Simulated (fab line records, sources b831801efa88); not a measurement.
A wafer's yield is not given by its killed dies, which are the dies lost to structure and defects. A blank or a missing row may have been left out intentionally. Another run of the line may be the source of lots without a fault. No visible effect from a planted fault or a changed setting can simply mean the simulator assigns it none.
Lot-split experiment | flow sfq line | 23 wafers read from 5 lots, route of 325 steps

## ABOUT THE SPLIT
At SFQ_TRILAYER_M3_LITHO_COAT_075 (resist thk 600 nm), the setting resist thk nm was moved away from the recipe's 600 nm on 5 of the 23 wafers read, by -3.7% to -3.1%. All remaining wafers had this setting at the recipe value.

No step appears in the file between the split and the reading.

## THE READING
KrF_of_TRILAYER_M3_LITHO_COAT_075.thk nm (the simulator's own value, which no gauge read), in nm, at SFQ_TRILAYER_M3_BARC_OPEN_METAL_ETCH_100 (etches BARC in O2, target depth 125 nm, time 41.7 s). The file gives no usual value for it. The 18 wafers here that ran the recipe average 520.1 nm, standard deviation 1.6 nm.

wafer  | tool, chamber at the split | resist thk nm as run, nm | against the recipe | KrF_of_TRILAYER_M3_LITHO_COAT_075.thk nm, nm | against lot-mates on the recipe
L075.1 | litho track-01, 0          | 600                      | recipe             | 518.5                                        | -
L075.3 | litho track-01, 0          | 600                      | recipe             | 518.8                                        | -
L075.4 | litho track-01, 0          | 600                      | recipe             | 520.5                                        | -
L075.5 | litho track-01, 0          | 600                      | recipe             | 518.7                                        | -
L075.6 | litho track-01, 0          | 600                      | recipe             | 517                                          | -
L076.1 | litho track-01, 0          | 600                      | recipe             | 519.4                                        | -
L076.2 | litho track-01, 0          | 600                      | recipe             | 521.1                                        | -
L076.3 | litho track-01, 0          | 600                      | recipe             | 519.6                                        | -
L076.5 | litho track-01, 0          | 600                      | recipe             | 522.7                                        | -
L076.6 | litho track-01, 0          | 600                      | recipe             | 520.7                                        | -
L077.1 | litho track-01, 0          | 600                      | recipe             | 521.2                                        | -
L077.2 | litho track-01, 0          | 600                      | recipe             | 522.8                                        | -
L077.3 | litho track-01, 0          | 600                      | recipe             | 521.1                                        | -
L077.4 | litho track-01, 0          | 577.7                    | -3.7%              | 498.7                                        | -23.0
L077.6 | litho track-01, 0          | 577.7                    | -3.7%              | 498                                          | -23.7
L080.1 | litho track-03, 0          | 581.6                    | -3.1%              | 502.4                                        | -19.2
L080.2 | litho track-03, 0          | 600                      | recipe             | 522.9                                        | -
L080.3 | litho track-03, 0          | 600                      | recipe             | 520.3                                        | -
L080.5 | litho track-03, 0          | 581.6                    | -3.1%              | 503.4                                        | -18.2
L080.6 | litho track-03, 0          | 581.6                    | -3.1%              | 503.2                                        | -18.4
L082.3 | litho track-03, 0          | 600                      | recipe             | 519.1                                        | -
L082.5 | litho track-03, 0          | 600                      | recipe             | 519.9                                        | -
L082.6 | litho track-03, 0          | 600                      | recipe             | 518.3                                        | -

THE FIT
A straight line over all 23 wafers: KrF_of_TRILAYER_M3_LITHO_COAT_075.thk nm changes by +5.73 nm for each +1% of resist thk nm; r = +0.98; the points scatter about the line by 1.5 nm.
The same after taking each lot's own level away (the mean of its wafers on the recipe; 23 wafers): +6.18 nm for each +1%; r = +0.99; scatter 1 nm.
According to that fit, moving resist thk nm by its largest amount changes the reading by 23 nm.
The span of the lots' own levels, 518.70 to 521.70 nm, comes to 1.9 times the standard deviation stated above.
Hence the lot-to-lot level has little effect on the slope; both slopes agree.
Check: -22.9 nm against its lot-mates is what the line predicts for one of the wafers moved furthest among these (-3.7%) when that wafer is left out of the fit. Against them it came out at -23 nm.

## OTHER SPLITS APPLIED TO THESE WAFERS
Note: prior to the reading, these wafers also went through further splits. Each is held against what the fit with the lots' levels taken away leaves over:
other split on the same wafers               | wafers away from the commonest value | r with KrF_of_TRILAYER_M3_LITHO_COAT_075.thk nm (lot level and that fit taken away)
SFQ_TRILAYER_I1_VIA_LITHO_EXPOSE_050 dose mj | 8                                    | -0.02
SFQ_TRILAYER_M2_DEP_SPUTTER_055 time s       | 8                                    | -0.03
SFQ_TRILAYER_M2_LITHO_EXPOSE_058 dose mj     | 8                                    | +0.08

## THE WHOLE CHAIN: every reading that the file lists as answering this split, in the file's order
step                                     | what it does                                        | reading                                                                                   | change (the file's fit)              | r (the file's)
SFQ_TRILAYER_M3_LITHO_COAT_075           | resist thk 600 nm                                   | KrF_of_TRILAYER_M3_LITHO_COAT_075.thk nm (the simulator's own value, which no gauge read) | +6.14 nm for each +1% of the setting | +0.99
SFQ_TRILAYER_M3_BARC_OPEN_METAL_ETCH_100 | etches BARC in O2, target depth 125 nm, time 41.7 s | KrF_of_TRILAYER_M3_LITHO_COAT_075.thk nm (the simulator's own value, which no gauge read) | +6.2 nm for each +1% of the setting  | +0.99

## THE FILE'S OWN FIT
KrF_of_TRILAYER_M3_LITHO_COAT_075.thk nm changes by +6.2 nm for each +1% of resist thk nm, r = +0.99.
